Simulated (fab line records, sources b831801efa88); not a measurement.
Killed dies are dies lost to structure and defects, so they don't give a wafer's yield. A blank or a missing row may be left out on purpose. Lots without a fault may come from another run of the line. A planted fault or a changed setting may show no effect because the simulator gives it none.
fab line records | flow sky130
record lots=13 wafers=39 last_day=50
route steps=708 shown FIELD_ISO@1 NWELL@66 CONTACT@406 METAL1@440 PAD_OPEN@708
lots that met no fault: from a run of the same line without faults
start_h: hours from the record's first day to the start of the lot's first wafer shown | wait_h: hours since the lot's step before | " the same as in the row above | L1.1+2: a row that stands for several wafers | - no value, or no start given | * or withheld: withheld | < > ~ a bound
route shown NAME@n: a module of which the file shows steps, and the number in the route of the first | usual: mean/standard deviation of fault-free wafers | same: alike in all rows | chamber/n: place in a boat | sites: the reading at each site | _std_site: their standard deviation | _edge_site: outer sites' mean less inner sites' | radius_mm: how far each site lies from the wafer's centre | mask NAME#n: copy n | behind: the tool/chamber that last shaped the wafer | hold: why the lot was held/for how many hours/how that ended | device: the transistor (n, p or np) that didn't switch | end of line: the same wafers' tests at the end of the route | a step without rows: its recipe alone | killed: dies lost to structure and defects at the first sort, not the wafer's yield | map: a wafer's dies, x killed, . not, _ none there
set.NAME: the setting as run; set.NAME@STEP: as run at that earlier step | model.NAME: the simulator's own value behind a step, which no gauge read
steps of the route over a sample of lots; a table a step, a row a wafer
services: from which hour (start_h, from the record's first day; less than 0 if before it) a tool's chamber was out of use, for how many hours, and why
## steps
# step SKY_FIELD_ISO_BOW_MEAS_00
# recipe mode=bow
# usual INCOMING_BOW=-1/6.4
# columns lot.wafer tool chamber start_h wait_h INCOMING_BOW[um]
L948.1 film_metro-03 - 10.00 - 4
L948.3 " - " " 11
L948.6 " - " " -6
L949.2 film_metro-04 - 15.02 - -2
L949.3 " - " " 3
L949.6 " - " " 2
L951.2 film_metro-01 - 25.02 - 8
L951.4 " - " " -1
L951.6 " - " " 0
L952.2 film_metro-01 - 30.02 - 10
L952.4 " - " " -2
L952.5 " - " " -3
L953.2 film_metro-04 - 35.02 - -3
L953.3 " - " " -7
L953.6 " - " " -3
L955.2 film_metro-03 - 45.02 - -3
L955.3 " - " " 0
L955.6 " - " " -7
L956.1 film_metro-03 - 50.00 - 6
L956.2 " - " " -6
L956.3 " - " " 9
L957.1 film_metro-01 - 55.00 - 4
L957.2 " - " " 2
L957.6 " - " " 9
L967.2 film_metro-03 - 105.02 - 0
L967.5 " - " " -6
L967.6 " - " " 1
L968.1 film_metro-01 - 110.00 - -11
L968.4 " - " " 4
L968.5 " - " " -8
L969.2 film_metro-01 - 115.02 - 3
L969.4 " - " " 2
L969.5 " - " " -8
L970.1 film_metro-03 - 120.00 - 4
L970.5 " - " " -1
L970.6 " - " " -5
L971.1 film_metro-03 - 125.00 - -5
L971.3 " - " " 2
L971.6 " - " " 10
# step SKY_NWELL_IMPLANT_13
# recipe species=P energy_kev=50 dose_cm2=7e+11 tilt_deg=withheld
# usual dose_ions_cm2=6.999e+11/6.8e+08
# columns lot.wafer tool chamber start_h wait_h dose_ions_cm2
L948.1 implanter-01 0 83.91 0.1 6.989e+11
L948.3 " 0 " " 6.991e+11
L948.6 " 0 " " 7.005e+11
L949.2 implanter-01 0 90.08 0.1 7.009e+11
L949.3 " 0 " " 7.004e+11
L949.6 " 0 " " 7.005e+11
L951.2 implanter-03 0 102.65 0.1 6.987e+11
L951.4 " 0 " " 6.993e+11
L951.6 " 0 " " 6.995e+11
L952.2 implanter-04 0 106.81 0.1 6.987e+11
L952.4 " 0 " " 7.006e+11
L952.5 " 0 " " 6.993e+11
L953.2 implanter-01 0 116.10 0.1 7e+11
L953.3 " 0 " " 6.998e+11
L953.6 " 0 " " 7.007e+11
L955.2 implanter-03 0 127.71 0.1 7e+11
L955.3 " 0 " " 7e+11
L955.6 " 0 " " 7.011e+11
L956.1 implanter-04 0 132.43 0.1 7.006e+11
L956.2 " 0 " " 7e+11
L956.3 " 0 " " 7.007e+11
L957.1 implanter-03 0 139.33 0.1 7.009e+11
L957.2 " 0 " " 6.999e+11
L957.6 " 0 " " 7.004e+11
L967.2 implanter-03 0 202.00 0.1 7.164e+11
L967.5 " 0 " " 7.16e+11
L967.6 " 0 " " 7.164e+11
L968.1 implanter-03 0 208.23 0.1 7.184e+11
L968.4 " 0 " " 7.187e+11
L968.5 " 0 " " 7.162e+11
L969.2 implanter-01 0 211.01 0.1 6.991e+11
L969.4 " 0 " " 6.997e+11
L969.5 " 0 " " 6.997e+11
L971.1 implanter-04 0 219.21 0.1 6.987e+11
L971.3 " 0 " " 6.989e+11
L971.6 " 0 " " 6.998e+11
L970.1 implanter-01 0 220.79 0.1 6.994e+11
L970.5 " 0 " " 7e+11
L970.6 " 0 " " 7.001e+11
# step SKY_CONTACT_CVD_00
# recipe material=Si3N4 target_thk_nm=75 temp_c=400 time_s=withheld rf_w=450
# usual heater_power_outer_w=460/80 heater_power_w=776/130 susceptor_temp_C=400.01/0.21
# columns lot.wafer tool chamber start_h wait_h heater_power_outer_w heater_power_w susceptor_temp_C
L948.1 pecvd-02 0 700.89 0.0 538 873 399.89
L948.3 " 2 " " 530 930 399.98
L948.6 " 0 " " 509 864 400.05
L949.2 pecvd-04 0 707.34 0.0 409 693 399.64
L949.3 " 1 " " 413 756 400.12
L949.6 " 0 " " 431 696 399.60
L951.2 pecvd-01 1 732.01 0.0 445 732 399.71
L951.4 " 2 " " 546 884 400.10
L951.6 " 0 " " 434 756 400.29
L952.2 pecvd-04 0 733.84 0.0 452 709 399.81
L952.4 " 1 " " 411 728 400.00
L952.5 " 0 " " 353 579 399.97
L953.2 pecvd-01 1 748.06 0.0 425 729 400.38
L953.3 " 2 " " 527 881 400.05
L953.6 " 1 " " 426 725 400.17
L955.2 pecvd-01 2 763.71 0.0 506 841 399.86
L955.3 " 1 " " 448 753 400.07
L955.6 " 1 " " 432 720 399.91
L956.1 pecvd-02 1 769.94 0.0 466 770 400.06
L956.2 " 2 " " 612 1061 400.12
L956.3 " 0 " " 546 867 400.22
L957.1 pecvd-04 1 781.22 0.0 416 762 399.75
L957.2 " 2 " " 431 677 400.42
L957.6 " 0 " " 403 669 400.21
L967.2 pecvd-04 2 860.86 0.0 435 701 399.86
L967.5 " 2 " " 438 724 400.10
L967.6 " 0 " " 392 637 399.96
L968.1 pecvd-01 1 864.66 0.0 432 744 399.86
L968.4 " 0 " " 407 717 399.98
L968.5 " 1 " " 432 746 400.07
L969.2 pecvd-04 0 871.19 0.0 416 682 399.81
L969.4 " 0 " " 425 688 399.91
L969.5 " 2 " " 368 629 399.88
L971.1 pecvd-01 2 880.12 0.0 498 825 400.23
L971.3 " 1 " " 426 713 400.19
L971.6 " 2 " " 508 836 399.69
L970.1 pecvd-02 2 882.16 0.0 665 1077 399.80
L970.5 " 0 " " 568 915 399.83
L970.6 " 1 " " 373 644 399.95
# step SKY_METAL1_THK_MEAS_06
# recipe thk_meas_gauge=xrf reads=AlCu_of_METAL1_SPUTTER_02
# usual METAL1_ALCU_THK=251/3.5
# columns lot.wafer tool chamber start_h wait_h METAL1_ALCU_THK[nm]
L948.1 film_metro-03 - 731.65 0.1 258
L948.3 " - " " 253
L948.6 " - " " 257
L949.2 film_metro-04 - 737.63 0.1 247
L949.3 " - " " 247
L949.6 " - " " 246
L951.2 film_metro-04 - 761.30 0.1 249
L951.4 " - " " 255
L951.6 " - " " 249
L952.2 film_metro-02 - 763.19 0.1 247
L952.4 " - " " 248
L952.5 " - " " 249
L953.2 film_metro-04 - 776.83 0.1 248
L953.3 " - " " 254
L953.6 " - " " 256
L955.2 film_metro-02 - 792.45 0.1 251
L955.3 " - " " 251
L955.6 " - " " 251
L956.1 film_metro-03 - 798.39 0.1 245
L956.2 " - " " 249
L956.3 " - " " 248
L957.1 film_metro-04 - 809.79 0.1 251
L957.2 " - " " 249
L957.6 " - " " 251
L967.2 film_metro-03 - 889.67 0.1 253
L967.5 " - " " 253
L967.6 " - " " 250
L968.1 film_metro-04 - 892.88 0.1 255
L968.4 " - " " 247
L968.5 " - " " 248
L969.2 film_metro-04 - 899.08 0.1 255
L969.4 " - " " 245
L969.5 " - " " 255
L971.1 film_metro-03 - 907.17 0.1 255
L971.3 " - " " 249
L971.6 " - " " 247
L970.1 film_metro-04 - 910.23 0.1 248
L970.5 " - " " 249
L970.6 " - " " 247
# step SKY_PAD_OPEN_PROBE_99
# usual killed_at_M0_to_M3=44/7.3 killed_at_M4_up=3.1/1.6 killed_at_contacts=24/5.4 killed_at_front_end=15/4 killed_at_other=0.2/0.49 killed_dies=86/10 killed_on_rim=17/3.7 killed_open=48/7.3 killed_short=38/6.3
# same gross_dies=492 killed_at_back_side=0
# columns lot.wafer tool chamber start_h wait_h killed_at_M0_to_M3 killed_at_M4_up killed_at_contacts killed_at_front_end killed_at_other killed_dies killed_on_rim killed_open killed_short
L949.2 prober-01 - 1076.57 0.1 36 2 16 20 0 74 16 41 33
L949.3 prober-01 - 1076.62 0.2 47 3 22 18 0 90 18 50 40
L949.6 prober-01 - 1076.77 0.2 47 5 21 17 0 90 23 47 43
L952.2 prober-02 - 1094.36 0.1 39 0 22 17 0 78 12 42 36
L952.4 prober-02 - 1094.46 0.2 45 5 25 14 0 89 18 45 44
L952.5 prober-02 - 1094.51 0.2 39 3 31 16 0 89 18 54 35
L956.1 prober-02 - 1121.07 0.1 51 3 27 22 1 104 18 54 50
L956.2 prober-02 - 1121.12 0.1 43 4 26 12 0 85 15 44 41
L956.3 prober-02 - 1121.17 0.2 47 2 15 15 0 79 17 38 41
# killed by level:class
L949.2 VIA1:geometric_particle:open=9 CONTACT:geometric_particle:open=6 FIELD_ISO:geometric_particle:open=5 VIA1:geometric_particle:short=5 METAL2:geometric_particle:short=5 FIELD_ISO:geometric_particle:short=4 POLY_GATE:geometric_particle:short=4 LI_CONTACT:geometric_particle:open=4
L949.3 VIA1:geometric_particle:open=9 VIA3:geometric_particle:open=8 CONTACT:geometric_particle:open=7 METAL1:geometric_particle:short=7 FIELD_ISO:geometric_particle:open=6 LOCAL_INTERCONNECT:geometric_particle:short=6 VIA2:geometric_particle:open=6 CONTACT:geometric_particle:short=5
L949.6 VIA1:geometric_particle:open=10 VIA3:geometric_particle:open=10 FIELD_ISO:geometric_particle:open=8 METAL1:geometric_particle:short=8 CONTACT:geometric_particle:short=7 VIA1:geometric_particle:short=7 FIELD_ISO:geometric_particle:short=5 CONTACT:geometric_particle:open=5
L952.2 CONTACT:geometric_particle:open=9 VIA1:geometric_particle:open=9 VIA3:geometric_particle:open=6 SPACER:geometric_particle:short=5 VIA2:geometric_particle:open=5 LI_CONTACT:geometric_particle:open=4 CONTACT:geometric_particle:short=4 METAL1:geometric_particle:short=4
L952.4 METAL2:geometric_particle:short=10 VIA1:geometric_particle:open=8 LI_CONTACT:geometric_particle:open=7 VIA2:geometric_particle:open=7 CONTACT:geometric_particle:open=7 METAL3:geometric_particle:short=5 VIA3:geometric_particle:open=5 LOCAL_INTERCONNECT:geometric_particle:short=4
L952.5 CONTACT:geometric_particle:open=18 VIA1:geometric_particle:open=12 POLY_GATE:geometric_particle:open=7 VIA3:geometric_particle:open=6 VIA3:geometric_particle:short=4 FIELD_ISO:geometric_particle:short=3 LI_CONTACT:geometric_particle:short=3 LI_CONTACT:geometric_particle:open=3
L956.1 CONTACT:geometric_particle:open=10 FIELD_ISO:geometric_particle:open=9 METAL1:geometric_particle:short=9 VIA1:geometric_particle:open=8 LI_CONTACT:geometric_particle:open=7 METAL2:geometric_particle:short=7 VIA2:geometric_particle:open=7 CONTACT:geometric_particle:short=6
L956.2 VIA1:geometric_particle:open=11 CONTACT:geometric_particle:open=10 METAL1:geometric_particle:short=8 LOCAL_INTERCONNECT:geometric_particle:short=5 VIA2:geometric_particle:open=5 VIA3:geometric_particle:short=5 LI_CONTACT:geometric_particle:open=4 CONTACT:geometric_particle:short=4
L956.3 VIA1:geometric_particle:open=12 VIA3:geometric_particle:open=7 METAL1:geometric_particle:short=6 VIA1:geometric_particle:short=6 POLY_GATE:geometric_particle:short=5 LOCAL_INTERCONNECT:geometric_particle:short=5 CONTACT:geometric_particle:open=5 FIELD_ISO:geometric_particle:open=4
## services
# columns tool chamber start_h hours kind
pecvd-04 - 74.44 0.9 repair
implanter-01 - 94.24 0.9 repair
pecvd-04 2 117.20 9.9 repair
implanter-01 - 126.41 1.6 repair
implanter-01 - 167.87 1.3 repair
pecvd-04 1 186.90 19.0 repair
pecvd-01 - 276.26 1.5 repair
pecvd-04 - 289.37 2.8 pm
implanter-03 - 324.02 1.6 repair
pecvd-01 - 326.33 2.8 pm
pecvd-01 2 345.53 2.8 repair
pecvd-01 0 349.21 4.1 repair
implanter-01 - 352.50 3.4 pm
pecvd-04 - 369.60 0.7 repair
implanter-03 - 369.92 6.4 repair
implanter-03 - 385.89 21.6 pm
implanter-01 - 402.91 2.1 repair
pecvd-01 - 415.72 2.8 repair
pecvd-01 1 419.29 10.6 repair
pecvd-01 0 426.09 5.3 repair
implanter-03 - 429.39 2.2 repair
implanter-03 - 475.12 3.2 repair
pecvd-01 - 482.92 3.1 repair
pecvd-04 2 485.63 5.3 repair
## key
first_sign step=SKY_NWELL_IMPLANT_13 reading=dose_ions_cm2 direction=up sigmas=25 usual=* struck=*
effect none on later readings
met_at SKY_NWELL_IMPLANT_13
struck_lots L967,L968
tester_left_out L967,L968
not_acting_at SKY_FIELD_ISO_BOW_MEAS_00,SKY_CONTACT_CVD_00,SKY_METAL1_THK_MEAS_06
onset_between 139.33 202.00
fault kind=process_parameter_drift tool=implanter-03 chamber=- onset_h=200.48 steps=SKY_NWELL_IMPLANT_13 channel=dose_cm2 offset=* shape=step end_h=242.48 acts_in=* stated=*
# tester_left_out: of these lots the tester's yield and bins aren't shown, on N5 and GAA mostly nor the transistor test; their killed dies are dies lost to structure and defects alone, not to doping, threshold or leakage, so they don't give the yield
